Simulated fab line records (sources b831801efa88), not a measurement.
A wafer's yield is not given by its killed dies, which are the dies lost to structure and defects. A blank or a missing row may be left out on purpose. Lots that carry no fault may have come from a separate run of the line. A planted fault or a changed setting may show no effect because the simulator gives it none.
Lot-split experiment | flow sky130 | on a route of 708 steps: 5 lots, 23 wafers read

== SPLIT DETAILS ==
At SKY_METAL3_SPUTTER_04 (material TiN, target thk 70 nm, time 58.3 s), the setting power-w was moved away from the recipe's 6500 W on 7 of the 23 wafers read, by -5.6% to +10.4%. The other wafers ran this setting at the recipe's value.

The reading comes from the split's own step.

== THE READING ==
TiN_of_METAL3_SPUTTER_04.thk-nm (the simulator's own value, which no gauge read), in nm, at SKY_METAL3_SPUTTER_04 (material TiN, target thk 70 nm, time 58.3 s). No usual value for it is given in the file. The 16 wafers here that ran the recipe average 70.19 nm, standard deviation 0.32 nm.

wafer  | tool, chamber at the split | power-w as run, W | against the recipe | TiN_of_METAL3_SPUTTER_04.thk-nm, nm | against lot-mates on the recipe
L074.1 | pvd-sputter-04, -          | 6995              | +7.6%              | 76                                  | +5.87
L074.2 | pvd-sputter-04, -          | 6995              | +7.6%              | 75.53                               | +5.40
L074.3 | pvd-sputter-04, -          | 6500              | recipe             | 70.03                               | -
L074.5 | pvd-sputter-04, -          | 6995              | +7.6%              | 76.13                               | +6.00
L074.6 | pvd-sputter-04, -          | 6500              | recipe             | 70.23                               | -
L079.2 | pvd-sputter-01, -          | 6500              | recipe             | 70.06                               | -
L079.4 | pvd-sputter-01, -          | 6500              | recipe             | 70.22                               | -
L079.5 | pvd-sputter-01, -          | 6500              | recipe             | 69.76                               | -
L082.1 | pvd-sputter-01, -          | 6139              | -5.6%              | 66.09                               | -4.33
L082.2 | pvd-sputter-01, -          | 6500              | recipe             | 70.82                               | -
L082.3 | pvd-sputter-01, -          | 6139              | -5.6%              | 66.69                               | -3.73
L082.4 | pvd-sputter-01, -          | 6500              | recipe             | 70.01                               | -
L082.6 | pvd-sputter-01, -          | 6500              | recipe             | 70.43                               | -
L081.1 | pvd-sputter-01, -          | 7178              | +10.4%             | 76.66                               | +6.79
L081.2 | pvd-sputter-01, -          | 6500              | recipe             | 69.81                               | -
L081.3 | pvd-sputter-01, -          | 7178              | +10.4%             | 77.04                               | +7.17
L081.4 | pvd-sputter-01, -          | 6500              | recipe             | 69.79                               | -
L081.6 | pvd-sputter-01, -          | 6500              | recipe             | 70.01                               | -
L084.1 | pvd-sputter-03, -          | 6500              | recipe             | 70.88                               | -
L084.2 | pvd-sputter-03, -          | 6500              | recipe             | 70.32                               | -
L084.3 | pvd-sputter-03, -          | 6500              | recipe             | 70.39                               | -
L084.4 | pvd-sputter-03, -          | 6500              | recipe             | 70.27                               | -
L084.6 | pvd-sputter-03, -          | 6500              | recipe             | 70.01                               | -

FIT RESULTS
A straight line over all 23 wafers: TiN_of_METAL3_SPUTTER_04.thk-nm changes by +0.685 nm for each +1% of power-w; r = +0.99; the points scatter about the line by 0.39 nm.
The same after taking each lot's own level away (the mean of its wafers on the recipe; 23 wafers): +0.71 nm for each +1%; r = +0.99; scatter 0.32 nm.
According to that fit, moving power-w by its largest amount changes the reading by 7.4 nm.
Across the lots, their own levels run from 69.870 to 70.420 nm, a range of 1.7 times the standard deviation given above.
Hence the lot-to-lot level has little effect on the slope; both slopes agree.
Check: with one of the wafers moved furthest among these (+10.4%) left out of the fit, the line predicts +7.61 nm for it against its lot-mates. Against them it came out at +6.79 nm.

== THE OTHER SPLITS THESE WAFERS WENT THROUGH ==
These wafers also went through other splits before the reading. Each is held against what the fit with the lots' levels taken away leaves over:
other split on the same wafers          | wafers away from the commonest value | r with TiN_of_METAL3_SPUTTER_04.thk-nm (lot level and that fit taken away)
SKY_METAL2_COAT_09 resist-thk-nm        | 9                                    | +0.02
SKY_VIA2_COAT_07 resist-thk-nm          | 10                                   | +0.01
SKY_VIA2_SOFTBAKE_08 temp-c             | 3                                    | -0.25
SKY_VIA2_SPUTTER_20 chamber-pressure-pa | 15                                   | +0.22

== FILE'S OWN FIT ==
TiN_of_METAL3_SPUTTER_04.thk-nm changes by +0.704 nm for each +1% of power-w, r = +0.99.
